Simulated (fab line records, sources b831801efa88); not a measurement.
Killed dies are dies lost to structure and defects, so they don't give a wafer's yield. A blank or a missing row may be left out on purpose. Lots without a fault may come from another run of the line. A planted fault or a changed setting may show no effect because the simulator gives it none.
A struck lot beside a sound one | flow sky130 | 15 steps out of a route of 708
Sound: wafers L357.3, L357.4, L357.6. Struck: wafers L355.2, L355.4, L355.5. The cause comes at the end.
At each step with rows: each side's tool, then ch and its chambers, then its first start. Under that, the readings that differ: sound wafers | struck wafers | difference of the means | sigmas: that difference in standard deviations of wafers without a fault.
alike: readings whose means differ by less than 2 such deviations, and words and numbers that are the same on both sides. not compared: withheld readings, readings that some wafer has no value for, bounds like >300 that may hide the same value, and numbers for which the record gives no deviation and whose values overlap.
The two part at a step that has a row with sigmas, a row that says differs or no value, or rows on one side only. Numbers that don't overlap but have no deviation are shown without sigmas and don't part them. A reading that every wafer of one side lacks parts them only if that side has two wafers or more.

SKY_VIA1_OVL_MEAS_13:
  sound on overlay-02, day 40 12:01; struck on overlay-02, day 40 05:58
  alike: VIA1_OVL
SKY_VIA1_ETCH_14: etches BARC in N2/H2, stops on SiO2, time 45.9 s, target depth 60 nm.
  sound on rie_diel-03 ch 0,1,2, day 40 12:02; struck on rie_diel-04 ch 0,2,3, day 40 06:00
  alike: drypump_motor_current_A, oes_product_au, throttle_valve_pct
  not compared: rf_hours_counter_h
then, 5 steps without rows for these wafers: SKY_VIA1_ETCH_15 (etches SiO2 in C4F8/O2/Ar, stops on TiN, target depth 351 nm, time 54 s); SKY_VIA1_STRIP_16 (strips in O2/N2); SKY_VIA1_STRIP_17 (strips in post etch residue remover, time 1200 s); SKY_VIA1_CLEAN_18 (cleans in IPA, time 180 s); SKY_VIA1_CLEAN_19 (cleans in O3/DIW).
SKY_VIA1_SPUTTER_20: material TiN, target thk 20 nm, time 80 s.
  sound on pvd_sputter-03, day 40 12:44; struck on pvd_sputter-04, day 40 06:43
  alike: cathode_dc_power_W, chamber_pressure_pa, throttle_valve_pct
SKY_VIA1_CVD_21: deposits W, target thk 270 nm, time 80.902 s.
  sound on cvd_w-01 ch 0,1, day 40 12:49; struck on cvd_w-02 ch 1, day 40 06:46
  alike: heater_power_w
SKY_VIA1_RS_MEAS_22: measures by four-point-probe.
  sound on film_metro-03, day 40 12:55; struck on film_metro-03, day 40 06:53
  alike: VIA1_W_RS
SKY_VIA1_THK_MEAS_23: measures by xrf.
  sound on film_metro-03, day 40 13:01; struck on film_metro-03, day 40 07:00
  alike: VIA1_W_THK
SKY_VIA1_CMP_24: polishes, stops on SiO2, t overpolish 15 s, target thk 0 nm.
  sound on cmp-01 ch 0,1,2, day 40 13:07; struck on cmp-02 ch 0,1, day 40 07:03
  alike: motor_current_A, overpolish_run_s, time_to_endpoint_s
SKY_METAL2_SPUTTER_00: material Ti, target thk 15 nm, time 10 s.
  sound on pvd_sputter-01, day 40 13:22; struck on pvd_sputter-02, day 40 07:21
  no value came back on the struck wafers for cathode_dc_power_W (W), chamber_pressure_pa (Pa), throttle_valve_pct (%); on the sound wafers cathode_dc_power_W (W) reads 2998.8 3000.2 2999.9
SKY_METAL2_SPUTTER_01: material TiN, target thk 20 nm, time 16.7 s.
  sound on pvd_sputter-01, day 40 13:23; struck on pvd_sputter-02, day 40 07:22
  alike: cathode_dc_power_W, chamber_pressure_pa, throttle_valve_pct
-- the record jumps here: 10 days lie between the struck wafers' starts before and after (it left off in module METAL2 and takes up again in module PAD_OPEN, whose first step shown is number 708 of the route) --
SKY_PAD_OPEN_PROBE_99:
  sound on prober-01, day 50 15:18; struck on prober-01, day 50 10:26
  reading                       | sound         | struck            | difference | sigmas
  model.etest.via1_chain.rc_ohm | 17.02 17 17.1 | 17.88 17.27 17.29 | +0.44      |
  alike: defect_limited_yield, killed_at_M0_to_M3, killed_at_M4_up, killed_at_contacts, killed_at_front_end, killed_at_other, killed_dies, killed_open, killed_short, sort_bin_3_pad_short, sort_bin_5_function, sort_bin_6_memory, sort_n_pass, sort_yield_pct

WHERE THEY PART
Only at SKY_METAL2_SPUTTER_00, within this record. Later steps at which nothing parts them and some readings are alike: SKY_METAL2_SPUTTER_01, SKY_PAD_OPEN_PROBE_99.

WHY: what the simulator had put in
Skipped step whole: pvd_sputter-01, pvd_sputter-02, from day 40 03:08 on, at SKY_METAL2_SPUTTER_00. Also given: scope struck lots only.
